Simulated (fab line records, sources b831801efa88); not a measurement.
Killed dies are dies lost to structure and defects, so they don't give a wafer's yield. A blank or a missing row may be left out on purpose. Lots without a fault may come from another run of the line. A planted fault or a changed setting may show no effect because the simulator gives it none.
A struck lot beside a sound one | flow sfq_line | 14 steps out of a route of 325
Sound: wafers L391.1, L391.3, L391.6. Struck: wafer L399.6. (L399.2, L399.5 of the same lot were not struck and are left out.) The cause comes at the end.
At each step with rows: each side's tool, then ch and its chambers, then its first start. Under that, the readings that differ: sound wafers | struck wafers | difference of the means | sigmas: that difference in standard deviations of wafers without a fault.
alike: readings whose means differ by less than 2 such deviations, and words and numbers that are the same on both sides. not compared: withheld readings, readings that some wafer has no value for, bounds like >300 that may hide the same value, and numbers for which the record gives no deviation and whose values overlap.
The two part at a step that has a row with sigmas, a row that says differs or no value, or rows on one side only. Numbers that don't overlap but have no deviation are shown without sigmas and don't part them. A reading that every wafer of one side lacks parts them only if that side has two wafers or more.

first, 6 steps without rows for these wafers: SFQ_TRILAYER_M4_LITHO_COAT_098 (resist thk 62 nm); SFQ_TRILAYER_M4_LITHO_COAT_093 (resist thk 600 nm); SFQ_TRILAYER_M4_LITHO_SOFTBAKE_097; SFQ_TRILAYER_M4_LITHO_EXPOSE_094 (exposes mask M4, target cd 500 nm); SFQ_TRILAYER_M4_LITHO_PEB_096 (peb time 60 s); SFQ_TRILAYER_M4_LITHO_DEVELOP_095 (time 60 s).
SFQ_M4_OVL_MEAS_926:
  sound on overlay-01, day 51 09:31; struck on overlay-02, day 56 03:26
  alike: M4_OVL
SFQ_TRILAYER_M4_BARC_OPEN_METAL_ETCH_123: etches BARC in O2, target depth 125 nm, time 41.7 s.
  sound on rie_metal-01 ch 0,1, day 51 09:32; struck on rie_metal-04 ch 0, day 56 03:28
  reading                     | sound       | struck | difference | sigmas
  drypump_motor_current_A (A) | 6.4 5.9 6.4 | 5.1    | -1.1       | -3
  alike: chamber_pressure_mTorr, oes_product_au
  not compared: rf_hours_counter_h
SFQ_TRILAYER_M4_ETCH_METAL_ETCH_096: etches Nb in Cl2/Ar, stops on SiO2, target depth 240 nm, time 120 s.
  sound on rie_metal-01 ch 0,1, day 51 09:36; struck on rie_metal-04 ch 0, day 56 03:32
  reading                     | sound       | struck | difference | sigmas
  drypump_motor_current_A (A) | 6.5 5.9 6.5 | 5.1    | -1.2       | -3
  alike: chamber_pressure_mTorr, oes_product_au
  not compared: rf_hours_counter_h
SFQ_TRILAYER_M4_STRIP_STRIP_097: strips in O2.
  sound on rie_metal-01 ch 0,1, day 51 09:44; struck on rie_metal-04 ch 0, day 56 03:39
  reading                     | sound             | struck | difference | sigmas
  drypump_motor_current_A (A) | 6.5 5.8 6.4       | 5.1    | -1.1       | -3
  oes_product_au (a.u.)       | 1.002 1.008 0.992 | 0.982  | -0.019     | -2
  alike: chamber_pressure_mTorr
  not compared: rf_hours_counter_h
then, 1 step without rows for these wafers: SFQ_TRILAYER_M4_STRIP_SOLV_CLEAN_098 (cleans in NMP, time 600 s).
SFQ_TRILAYER_I4_DEP_PECVD_099: deposits SiO2 from SiH4/N2O, time 111.11 s, target thk 500 nm.
  sound on pecvd-02 ch 0,1,2, day 51 10:30; struck on pecvd-02 ch 1, day 56 04:26
  reading                                             | sound             | struck | difference | sigmas
  rf_fwd_power_W (W)                                  | 181.5 182.2 180.8 | 212.0  | +30.5      | +51
  model.SiO2_of_TRILAYER_I4_DEP_PECVD_099.thk_nm (nm) | 489.5 486.5 500.2 | 530.2  | +38.1      |
  alike: heater_power_w, susceptor_temp_C, throttle_valve_pct
SFQ_TRILAYER_I4_CMP_CMP_100: polishes SiO2.
  sound on cmp-02 ch 0,1, day 51 11:05; struck on cmp-02 ch 2, day 56 06:01
  reading                | sound       | struck | difference | sigmas
  time_to_endpoint_s (s) | 207 209 218 | 241    | +30        | +5
  alike: motor_current_A
SFQ_I4_BOW_MEAS_927:
  sound on film_metro-02, day 51 13:35; struck on film_metro-01, day 56 07:32
  reading     | sound   | struck | difference | sigmas
  I4_BOW (um) | 21 15 3 | -9     | -22        | -2

WHERE THEY PART
First at SFQ_TRILAYER_M4_BARC_OPEN_METAL_ETCH_123; last, within this record, at SFQ_I4_BOW_MEAS_927.

WHY: what the simulator had put in
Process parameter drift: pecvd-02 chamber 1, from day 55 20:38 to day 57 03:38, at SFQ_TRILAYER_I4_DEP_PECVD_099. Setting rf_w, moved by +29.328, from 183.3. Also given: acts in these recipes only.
